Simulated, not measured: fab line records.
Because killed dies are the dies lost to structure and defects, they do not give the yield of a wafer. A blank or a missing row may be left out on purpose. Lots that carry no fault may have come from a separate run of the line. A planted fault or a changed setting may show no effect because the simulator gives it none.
Which tool did it? / flow sky130 / 33 wafers from 11 lots sampled at 5 of the route's 708 steps

WHAT EACH GAUGE READ, for each wafer
SKY_LI_CONTACT_RS_MEAS_22: measurement is done with a four-point probe. Usual: for LI_CONTACT_W_RS the level is 0.281 ohm/sq and the standard deviation is 0.0065.
lot=L154; measured=day 28 21:32; on=film metro-04; LI_CONTACT_W_RS (ohm/sq)=0.282 0.281 0.280; flag=
lot=L155; measured=day 29 12:01; on=film metro-04; LI_CONTACT_W_RS (ohm/sq)=0.272 0.286 0.284; flag=
lot=L157; measured=day 30 04:17; on=film metro-02; LI_CONTACT_W_RS (ohm/sq)=0.270 0.275 0.272; flag=
lot=L159; measured=day 31 02:20; on=film metro-02; LI_CONTACT_W_RS (ohm/sq)=0.284 0.268 0.285; flag=
lot=L162; measured=day 32 02:08; on=film metro-04; LI_CONTACT_W_RS (ohm/sq)=0.285 0.288 0.287; flag=
lot=L163; measured=day 32 12:15; on=film metro-03; LI_CONTACT_W_RS (ohm/sq)=0.285 0.284 0.270; flag=
lot=L170; measured=day 34 08:28; on=film metro-04; LI_CONTACT_W_RS (ohm/sq)=0.269 0.282 0.271; flag=
lot=L171; measured=day 34 15:47; on=film metro-03; LI_CONTACT_W_RS (ohm/sq)=0.290 0.273 0.283; flag=
lot=L174; measured=day 35 17:23; on=film metro-04; LI_CONTACT_W_RS (ohm/sq)=0.287 0.283 0.287; flag=
lot=L175; measured=day 35 19:11; on=film metro-02; LI_CONTACT_W_RS (ohm/sq)=0.287 0.275 0.288; flag=
lot=L177; measured=day 36 11:37; on=film metro-03; LI_CONTACT_W_RS (ohm/sq)=0.286 0.285 0.287; flag=

SKY_CONTACT_THK_MEAS_01. Usual: for CONTACT_CVD_00_THK the level is 75.1 nm and the standard deviation is 0.84.
lot=L154; measured=day 30 03:28; on=film metro-03; CONTACT_CVD_00_THK (nm)=74.3 75.1 75.8; flag=
lot=L155; measured=day 30 17:23; on=film metro-02; CONTACT_CVD_00_THK (nm)=75.7 74.4 76.4; flag=
lot=L157; measured=day 31 09:32; on=film metro-03; CONTACT_CVD_00_THK (nm)=74.8 75.2 75.2; flag=
lot=L159; measured=day 32 08:13; on=film metro-02; CONTACT_CVD_00_THK (nm)=74.8 76.0 75.5; flag=
lot=L162; measured=day 33 06:58; on=film metro-03; CONTACT_CVD_00_THK (nm)=102.5 102.1 103.4; flag=OFF
lot=L163; measured=day 33 16:25; on=film metro-01; CONTACT_CVD_00_THK (nm)=102.6 105.8 105.1; flag=OFF
lot=L170; measured=day 35 11:56; on=film metro-01; CONTACT_CVD_00_THK (nm)=74.9 75.2 75.3; flag=
lot=L171; measured=day 35 19:20; on=film metro-01; CONTACT_CVD_00_THK (nm)=74.9 76.7 75.7; flag=
lot=L174; measured=day 36 21:14; on=film metro-02; CONTACT_CVD_00_THK (nm)=74.3 74.4 76.1; flag=
lot=L175; measured=day 36 23:28; on=film metro-02; CONTACT_CVD_00_THK (nm)=76.1 75.7 74.9; flag=
lot=L177; measured=day 37 14:53; on=film metro-01; CONTACT_CVD_00_THK (nm)=74.6 75.3 76.2; flag=

TOOL THAT RAN EACH LOT (tool first, then ch and the chambers of the sampled wafers, then the start)
lot=L154; SKY_LI_CONTACT_ETCH_14=rie diel-03 ch 0,1,3, day 28 20:49; SKY_LOCAL_INTERCONNECT_ETCH_13=rie metal-04 ch 0,1, day 30 02:44; SKY_CONTACT_CVD_00=pecvd-03 ch 1,2, day 30 03:26
lot=L155; SKY_LI_CONTACT_ETCH_14=rie diel-03 ch 0,1,2, day 29 11:19; SKY_LOCAL_INTERCONNECT_ETCH_13=rie metal-03 ch 0,1, day 30 16:38; SKY_CONTACT_CVD_00=pecvd-03 ch 0,1,2, day 30 17:20
lot=L157; SKY_LI_CONTACT_ETCH_14=rie diel-03 ch 1,3, day 30 03:35; SKY_LOCAL_INTERCONNECT_ETCH_13=rie metal-03 ch 0,1, day 31 08:47; SKY_CONTACT_CVD_00=pecvd-01 ch 1,2, day 31 09:30
lot=L159; SKY_LI_CONTACT_ETCH_14=rie diel-04 ch 0,2,3, day 31 01:26; SKY_LOCAL_INTERCONNECT_ETCH_13=rie metal-02 ch 0,1, day 32 07:27; SKY_CONTACT_CVD_00=pecvd-04 ch 0,1, day 32 08:10
lot=L162; SKY_LI_CONTACT_ETCH_14=rie diel-02 ch 1,2,3, day 32 01:26; SKY_LOCAL_INTERCONNECT_ETCH_13=rie metal-02 ch 0,1, day 33 06:14; SKY_CONTACT_CVD_00=pecvd-01 ch 0,1,2, day 33 06:56
lot=L163; SKY_LI_CONTACT_ETCH_14=rie diel-03 ch 0,1, day 32 11:32; SKY_LOCAL_INTERCONNECT_ETCH_13=rie metal-02 ch 1, day 33 15:41; SKY_CONTACT_CVD_00=pecvd-01 ch 0,1, day 33 16:23
lot=L170; SKY_LI_CONTACT_ETCH_14=rie diel-04 ch 1,2,3, day 34 07:44; SKY_LOCAL_INTERCONNECT_ETCH_13=rie metal-04 ch 0,1, day 35 11:11; SKY_CONTACT_CVD_00=pecvd-04 ch 2, day 35 11:53
lot=L171; SKY_LI_CONTACT_ETCH_14=rie diel-02 ch 0,3, day 34 15:05; SKY_LOCAL_INTERCONNECT_ETCH_13=rie metal-04 ch 0,1, day 35 18:35; SKY_CONTACT_CVD_00=pecvd-03 ch 1,2, day 35 19:17
lot=L174; SKY_LI_CONTACT_ETCH_14=rie diel-04 ch 0,3, day 35 16:41; SKY_LOCAL_INTERCONNECT_ETCH_13=rie metal-03 ch 0,1, day 36 20:29; SKY_CONTACT_CVD_00=pecvd-01 ch 0,1,2, day 36 21:12
lot=L175; SKY_LI_CONTACT_ETCH_14=rie diel-02 ch 0,3, day 35 18:26; SKY_LOCAL_INTERCONNECT_ETCH_13=rie metal-02 ch 0,1, day 36 22:42; SKY_CONTACT_CVD_00=pecvd-03 ch 0,1,2, day 36 23:25
lot=L177; SKY_LI_CONTACT_ETCH_14=rie diel-02 ch 0,1,3, day 36 10:35; SKY_LOCAL_INTERCONNECT_ETCH_13=rie metal-04 ch 0,1, day 37 14:08; SKY_CONTACT_CVD_00=pecvd-01 ch 1,2, day 37 14:50
- SKY_LI_CONTACT_ETCH_14: etches BARC in N2/H2, stops on SiO2, time 45.9 s, target depth 60 nm.
- SKY_LOCAL_INTERCONNECT_ETCH_13: etches BARC in N2/H2, stops on SiO2, time 45.9 s, target depth 60 nm.
- SKY_CONTACT_CVD_00: deposits Si3N4, target thk 75 nm.

AS READ BY THE TOOLS THEMSELVES (means over the sampled wafers that have a number; for cases with no such wafer, the mark the record gives instead)
SKY_LI_CONTACT_ETCH_14. Usual: drypump motor current A 5.6 A, standard deviation 0.32; oes product au 0.855 a.u., standard deviation 0.0046; throttle valve pct 13.226 %, standard deviation 0.009.
lot=L154; tool=rie diel-03; drypump motor current A (A)=5.6; oes product au (a.u.)=0.855; throttle valve pct (%)=13.225; flag=
lot=L155; tool=rie diel-03; drypump motor current A (A)=5.9; oes product au (a.u.)=0.853; throttle valve pct (%)=13.222; flag=
lot=L157; tool=rie diel-03; drypump motor current A (A)=5.5; oes product au (a.u.)=0.851; throttle valve pct (%)=13.223; flag=
lot=L159; tool=rie diel-04; drypump motor current A (A)=5.2; oes product au (a.u.)=0.850; throttle valve pct (%)=13.229; flag=
lot=L162; tool=rie diel-02; drypump motor current A (A)=5.6; oes product au (a.u.)=0.852; throttle valve pct (%)=13.223; flag=
lot=L163; tool=rie diel-03; drypump motor current A (A)=5.7; oes product au (a.u.)=0.857; throttle valve pct (%)=13.232; flag=
lot=L170; tool=rie diel-04; drypump motor current A (A)=5.4; oes product au (a.u.)=0.858; throttle valve pct (%)=13.228; flag=
lot=L171; tool=rie diel-02; drypump motor current A (A)=5.4; oes product au (a.u.)=0.855; throttle valve pct (%)=13.225; flag=
lot=L174; tool=rie diel-04; drypump motor current A (A)=5.2; oes product au (a.u.)=0.856; throttle valve pct (%)=13.222; flag=
lot=L175; tool=rie diel-02; drypump motor current A (A)=5.5; oes product au (a.u.)=0.858; throttle valve pct (%)=13.227; flag=
lot=L177; tool=rie diel-02; drypump motor current A (A)=5.5; oes product au (a.u.)=0.857; throttle valve pct (%)=13.223; flag=

SKY_LOCAL_INTERCONNECT_ETCH_13. Usual: drypump motor current A 5.7 A, standard deviation 0.53; oes product au 0.854 a.u., standard deviation 0.0046; throttle valve pct 13.225 %, standard deviation 0.0093.
lot=L154; tool=rie metal-04; drypump motor current A (A)=5.2; oes product au (a.u.)=0.853; throttle valve pct (%)=13.230; flag=
lot=L155; tool=rie metal-03; drypump motor current A (A)=6.0; oes product au (a.u.)=0.859; throttle valve pct (%)=13.224; flag=
lot=L157; tool=rie metal-03; drypump motor current A (A)=6.0; oes product au (a.u.)=0.858; throttle valve pct (%)=13.235; flag=
lot=L159; tool=rie metal-02; drypump motor current A (A)=5.9; oes product au (a.u.)=0.852; throttle valve pct (%)=13.230; flag=
lot=L162; tool=rie metal-02; drypump motor current A (A)=5.8; oes product au (a.u.)=0.855; throttle valve pct (%)=13.224; flag=
lot=L163; tool=rie metal-02; drypump motor current A (A)=6.0; oes product au (a.u.)=0.853; throttle valve pct (%)=13.231; flag=
lot=L170; tool=rie metal-04; drypump motor current A (A)=5.2; oes product au (a.u.)=0.858; throttle valve pct (%)=13.223; flag=
lot=L171; tool=rie metal-04; drypump motor current A (A)=5.2; oes product au (a.u.)=0.854; throttle valve pct (%)=13.224; flag=
lot=L174; tool=rie metal-03; drypump motor current A (A)=6.3; oes product au (a.u.)=0.856; throttle valve pct (%)=13.227; flag=
lot=L175; tool=rie metal-02; drypump motor current A (A)=5.9; oes product au (a.u.)=0.854; throttle valve pct (%)=13.228; flag=
lot=L177; tool=rie metal-04; drypump motor current A (A)=5.2; oes product au (a.u.)=0.852; throttle valve pct (%)=13.225; flag=

SKY_CONTACT_CVD_00. Usual: heater power outer w 401 W, standard deviation 67; heater power w 677 W, standard deviation 99.
lot=L154; tool=pecvd-03; heater power outer w (W)=374; heater power w (W)=627; flag=
lot=L155; tool=pecvd-03; heater power outer w (W)=402; heater power w (W)=664; flag=
lot=L157; tool=pecvd-01; heater power outer w (W)=455; heater power w (W)=737; flag=
lot=L159; tool=pecvd-04; heater power outer w (W)=393; heater power w (W)=697; flag=
lot=L162; tool=pecvd-01; heater power outer w (W)=419; heater power w (W)=699; flag=
lot=L163; tool=pecvd-01; heater power outer w (W)=413; heater power w (W)=682; flag=
lot=L170; tool=pecvd-04; heater power outer w (W)=293; heater power w (W)=541; flag=
lot=L171; tool=pecvd-03; heater power outer w (W)=396; heater power w (W)=662; flag=
lot=L174; tool=pecvd-01; heater power outer w (W)=429; heater power w (W)=728; flag=
lot=L175; tool=pecvd-03; heater power outer w (W)=386; heater power w (W)=640; flag=
lot=L177; tool=pecvd-01; heater power outer w (W)=446; heater power w (W)=740; flag=

THE ANSWER, worked out from the rows above alone
Rule: a lot counts as off when the mean over its wafers that have a number is more than 3 standard deviations away from the usual mean. A lot without any number at a reading at which 4 lots or more have one is off too. The other lots that the step has rows for count as sound. After the gauges, taken in route order, come the tools' own readings; for these a lot's mean is taken, as printed above. The first step at which some lot is off is used, and at that step the reading that is off furthest; a lot without a number counts as furthest.
Off: at SKY_CONTACT_THK_MEAS_01 (CONTACT_CVD_00_THK), L162, L163.
A tool fits if, at a process step before that reading, it ran every lot that is off, and no sound lot after the first of them. The gauges at SKY_CONTACT_THK_MEAS_01 are tried like those tools. No candidate that was tried fits.

WHAT HAD BEEN PUT IN BY THE SIMULATOR
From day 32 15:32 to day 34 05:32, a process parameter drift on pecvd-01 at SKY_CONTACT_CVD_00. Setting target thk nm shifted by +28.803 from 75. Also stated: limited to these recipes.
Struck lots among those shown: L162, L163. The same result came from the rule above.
